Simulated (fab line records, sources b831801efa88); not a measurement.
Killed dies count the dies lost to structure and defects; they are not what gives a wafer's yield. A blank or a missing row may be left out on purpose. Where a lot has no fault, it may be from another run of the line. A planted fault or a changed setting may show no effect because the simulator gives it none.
Which tool did it? -- flow gf180mcu -- 10 lots, 30 wafers sampled, at 6 steps of a route of 602

## WHAT EACH GAUGE READ, for each wafer
GF_HV_LDD_OVL_MEAS_47.
lot,measured,on,HV_LDD_03_OVL (nm)
L397,day 13 22:31,overlay-02,-0.9 4.1 0.1
L398,day 14 07:54,overlay-02,3.6 0.6 2.9
L401,day 15 01:19,overlay-01,1.3 1.7 0.8
L402,day 15 08:21,overlay-02,2.2 0.8 -1.3
L405,day 16 08:31,overlay-02,2.1 2.0 2.7
L406,day 16 11:36,overlay-02,2.8 1.4 0.4
L407,day 17 03:40,overlay-01,-0.5 -0.5 0.5
L408,day 17 07:41,overlay-01,1.6 1.1 1.7
L409,day 17 15:43,overlay-01,0.4 1.7 0.4
L416,day 20 01:23,overlay-01,-0.4 0.4 0.1

GF_V5_RS_MEAS_24: the measuring method here is four-point-probe.
lot,measured,on,V5_W_RS (ohm/sq)
L397,day 28 15:46,filmMetro-04,0.333 0.323 0.335
L398,day 29 02:43,filmMetro-03,0.329 0.323 0.323
L401,day 29 21:16,filmMetro-04,0.323 0.332 0.329
L402,day 29 23:08,filmMetro-03,0.333 0.318 0.332
L405,day 30 20:56,filmMetro-04,0.333 0.331 0.327
L406,day 30 21:47,filmMetro-03,0.330 0.326 0.322
L407,day 31 10:43,filmMetro-03,0.487 0.481 0.481
L408,day 31 14:47,filmMetro-01,0.330 0.321 0.332
L409,day 31 21:38,filmMetro-04,0.490 0.480 0.485
L416,day 33 11:55,filmMetro-03,0.327 0.326 0.329

GF_V5_THK_MEAS_25: measures by xrf.
lot,measured,on,V5_W_THK (nm)
L397,day 28 15:53,filmMetro-04,335 347 332
L398,day 29 02:49,filmMetro-03,339 345 347
L401,day 29 21:22,filmMetro-04,342 335 335
L402,day 29 23:15,filmMetro-03,336 352 337
L405,day 30 21:01,filmMetro-04,337 340 342
L406,day 30 21:55,filmMetro-03,336 341 344
L407,day 31 10:49,filmMetro-03,233 233 236
L408,day 31 14:55,filmMetro-01,349 358 344
L409,day 31 21:45,filmMetro-04,234 237 234
L416,day 33 12:02,filmMetro-03,343 344 343

## WHAT TOOL EACH LOT RAN ON (gives the tool, then ch and the chambers of the sampled wafers, and finally the start)
lot,GF_HV_LDD_STRIP_10,GF_SALICIDE_SPUTTER_02,GF_V5_CVD_23
L397,"plasmaAsher-03 ch 0,1, day 11 10:41","pvdSputter-03, day 16 19:32","cvdW-01 ch 0,1, day 28 15:40"
L398,"plasmaAsher-02 ch 0,1, day 11 19:22","pvdSputter-02, day 17 07:21","cvdW-01 ch 0,1, day 29 02:37"
L401,"plasmaAsher-01 ch 0,1, day 12 10:55","pvdSputter-03, day 18 00:53","cvdW-01 ch 0,1, day 29 21:09"
L402,"plasmaAsher-02 ch 0,1, day 12 18:20","pvdSputter-02, day 18 07:47","cvdW-02 ch 0,1, day 29 23:01"
L405,"plasmaAsher-01 ch 0,1, day 13 15:28","pvdSputter-03, day 19 11:29","cvdW-01 ch 0,1, day 30 20:48"
L406,"plasmaAsher-01 ch 0,1, day 13 19:56","pvdSputter-03, day 19 13:44","cvdW-01 ch 0,1, day 30 21:41"
L407,"plasmaAsher-01 ch 0,1, day 14 08:49","pvdSputter-04, day 20 06:59","cvdW-01 ch 0,1, day 31 10:35"
L408,"plasmaAsher-02 ch 0,1, day 14 12:20","pvdSputter-02, day 20 12:17","cvdW-02 ch 0,1, day 31 14:41"
L409,"plasmaAsher-01 ch 0,1, day 14 19:23","pvdSputter-03, day 20 20:23","cvdW-01 ch 0,1, day 31 21:30"
L416,"plasmaAsher-02 ch 0,1, day 17 01:29","pvdSputter-02, day 23 04:44","cvdW-02 ch 0,1, day 33 11:49"
- GF_HV_LDD_STRIP_10: strips in O2/N2.
- GF_SALICIDE_SPUTTER_02: material Co, target thk 10 nm, time 20 s.
- GF_V5_CVD_23: deposits W, target thk 350 nm, time 104.9 s.

## AS READ BY THE TOOLS THEMSELVES (means over the sampled wafers that have a number; for cases with no such wafer, the mark the record gives instead)
GF_HV_LDD_STRIP_10.
lot,tool,drypumpMotorCurrentA (A),heaterPowerW (W),oesProductAu (a.u.),stripTimeToEndpointS (s)
L397,plasmaAsher-03,5.7,343,0.716,12.58
L398,plasmaAsher-02,5.9,327,0.715,12.62
L401,plasmaAsher-01,5.5,314,0.718,12.65
L402,plasmaAsher-02,5.5,317,0.711,12.75
L405,plasmaAsher-01,5.5,315,0.718,12.62
L406,plasmaAsher-01,5.1,330,0.717,12.65
L407,plasmaAsher-01,5.1,332,0.713,12.61
L408,plasmaAsher-02,5.9,330,0.719,12.67
L409,plasmaAsher-01,5.1,331,0.713,12.66
L416,plasmaAsher-02,5.9,330,0.716,12.63

GF_SALICIDE_SPUTTER_02.
lot,tool,throttleValvePct (%)
L397,pvdSputter-03,28.8
L398,pvdSputter-02,30.0
L401,pvdSputter-03,29.1
L402,pvdSputter-02,29.5
L405,pvdSputter-03,29.1
L406,pvdSputter-03,29.8
L407,pvdSputter-04,29.4
L408,pvdSputter-02,29.3
L409,pvdSputter-03,29.9
L416,pvdSputter-02,30.1

GF_V5_CVD_23.
lot,tool,chamberPressureTorr (Torr),heaterPowerW (W)
L397,cvdW-01,39.97,868
L398,cvdW-01,39.97,947
L401,cvdW-01,39.94,872
L402,cvdW-02,40.03,907
L405,cvdW-01,40.02,873
L406,cvdW-01,39.84,862
L407,cvdW-01,39.96,863
L408,cvdW-02,40.07,891
L409,cvdW-01,40.04,946
L416,cvdW-02,39.98,905

## THE ANSWER, worked out from the rows above alone
Rule: usual is defined by the lots themselves. The widest of any qualifying gaps counts: lots, ordered by their means at a reading, are off when they make up no more than a third of the lots, leave a main group of 4 or more, and stand apart from it by 3 or more times the standard deviation of that group's means. A main group is skipped when, at the precision printed for the reading in the tables above, its means are all equal. Also off: a lot with no number at a reading for which 4 or more lots have one. All remaining lots with rows at the step are treated as sound. After the gauges, taken in route order, come the tools' own readings; for these a lot's mean is taken, as printed above. At the first step where some lot is off, the reading lying furthest off is the one used; lots without a number count as furthest.
Off: at GF_V5_RS_MEAS_24 (V5_W_RS), L407, L409. Main group: mean 0.328 ohm/sq, sd 0.0017.
A tool fits if, at a process step before that reading, it ran every lot that is off, and no sound lot after the first of them. Gauges at GF_V5_RS_MEAS_24: tried the same way as those tools. This does not decide it: 2 tools fit, namely plasmaAsher-01 at GF_HV_LDD_STRIP_10 and cvdW-01 at GF_V5_CVD_23.

## WHAT THE SIMULATOR HAD INSERTED
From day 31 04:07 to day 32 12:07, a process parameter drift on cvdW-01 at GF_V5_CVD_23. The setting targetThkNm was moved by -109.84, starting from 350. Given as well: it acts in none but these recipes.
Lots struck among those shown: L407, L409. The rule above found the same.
